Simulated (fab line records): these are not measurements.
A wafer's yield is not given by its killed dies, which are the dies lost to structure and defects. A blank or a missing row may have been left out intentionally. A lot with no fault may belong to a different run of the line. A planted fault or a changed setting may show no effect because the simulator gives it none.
A struck lot beside a sound one	flow sky130	16 steps out of a route of 708
Sound: wafers L573.1, L573.2, L573.5. Struck: wafers L585.1, L585.3, L585.4. The cause is named last.
For every step that has rows: the tool of each side, followed by ch and its chambers, followed by its first start. Under that, the readings that differ: sound wafers	struck wafers	difference of the means	sigmas: that difference in standard deviations of wafers without a fault.
alike: readings whose means differ by less than 2 such deviations, and words and numbers that are the same on both sides. not compared: withheld readings, readings that some wafer has no value for, bounds like >300 that may hide the same value, and numbers for which the record gives no deviation and whose values overlap.
Wherever a step has rows on one side only, a row that says differs or no value, or a row with sigmas, the two part there. Non-overlapping numbers with no deviation appear without sigmas and do not part them. A reading that every wafer of one side lacks parts them only if that side has two wafers or more.

first, 5 steps without rows for these wafers: SKY_SONOS_TUNNEL_COAT_02 (resist thk 1140 nm); SKY_SONOS_TUNNEL_SOFTBAKE_03 (time 60 s); SKY_SONOS_TUNNEL_EXPOSE_04 (exposes mask TUNM, target cd 410 nm); SKY_SONOS_TUNNEL_PEB_05; SKY_SONOS_TUNNEL_DEVELOP_06 (develop time 60 s).
SKY_SONOS_TUNNEL_CD_MEAS_07: target cd 410 nm.
  struck on cd sem-02, day 16 06:56; sound on cd sem-02, day 12 04:17
  alike: cd nm
SKY_SONOS_TUNNEL_OVL_MEAS_08:
  struck on overlay-01, day 16 07:03; sound on overlay-01, day 12 04:24
  alike: SONOS_TUNNEL_OVL
then, 3 steps without rows for these wafers: SKY_SONOS_TUNNEL_IMPLANT_09; SKY_SONOS_TUNNEL_WET_ETCH_10 (etches SiO2 in dHF, target depth 14 nm, time 280 s); SKY_SONOS_TUNNEL_STRIP_11 (strips in SPM, time 600 s).
SKY_SONOS_TUNNEL_TW_MEAS_12:
  struck on film metro-03, day 16 07:30; sound on film metro-01, day 12 04:51
  alike: SONOS_TUNNEL_TW
then, 1 step without rows for these wafers: SKY_SONOS_TUNNEL_CLEAN_13 (cleans in dHF, time 20 s).
SKY_SONOS_ONO_OXIDATION_00: stabilise 600 s, purge 300 s, target thk 2.6 nm.
  sound on furnace-02 ch 0, day 12 06:16; struck on furnace-01 ch 0, day 16 08:16
reading	sound	struck	difference	sigmas
model.SiO2_of_SONOS_ONO_OXIDATION_00.thk nm (nm)	2.528 2.55 2.567	3.421 3.439 3.428	+0.881	
SKY_SONOS_ONO_THK_MEAS_01:
  struck on film metro-01, day 16 09:37; sound on film metro-03, day 12 07:37
reading	sound	struck	difference	sigmas
SONOS_ONO_OXIDATION_THK (nm)	2.56 2.59 2.57	3.39 3.49 3.40	+0.85	+16
then, 1 step without rows for these wafers: SKY_SONOS_ONO_CVD_02 (deposits Si3N4 from DCS/NH3, target thk 10.5 nm, time 180 s).
-- record jumps: 33 days separate the struck wafers' starts on either side; left off in module SONOS_ONO, taken up again in module PAD_OPEN, whose first shown step is the route's number 708 --
SKY_PAD_OPEN_PROBE_99:
  struck on prober-02, day 49 14:20; sound on prober-02, day 46 03:51
reading	sound	struck	difference	sigmas
model.etest.sonos erased.drive ua um	210.8 157.4 202.9	21.85 20.56 21.42	-169.09	
model.etest.sonos uncharged.r on ohm um	811.4 809.4 804.4	852.5 842.6 840.3	+36.7	
model.etest.sonos erased.vt v (V)	-2.409 -2.284 -2.33	-0.4129 -0.3767 -0.3968	+1.9455	
model.etest.cap ono.gate log10 a cm2	-7.554 -7.765 -7.838	-8.768 -8.633 -8.669	-0.971	
model.etest.cap ono.gate bv v (V)	15.89 15.84 16.5	17.16 16.93 17.14	+1.00	
model.etest.cap ono.tox acc nm (nm)	12.63 12.79 12.82	13.53 13.4 13.51	+0.73	
model.etest.sonos programmed.vt v (V)	1.57 1.493 1.511	1.145 1.256 1.189	-0.328	
model.etest.sonos baked.vt less v (V)	-0.5729 -0.4986 -0.567	-0.2419 -0.2471 -0.2423	+0.3024	
  alike: killed_at_M0_to_M3, killed_at_M4_up, killed at contacts, killed at front end, killed at other, killed dies, killed open, killed short

## WHERE THEY PART
Only at SKY_SONOS_ONO_THK_MEAS_01, as far as this record shows. Later steps at which nothing parts them and some readings are alike: SKY_PAD_OPEN_PROBE_99.

WHY: what had been put in by the simulator
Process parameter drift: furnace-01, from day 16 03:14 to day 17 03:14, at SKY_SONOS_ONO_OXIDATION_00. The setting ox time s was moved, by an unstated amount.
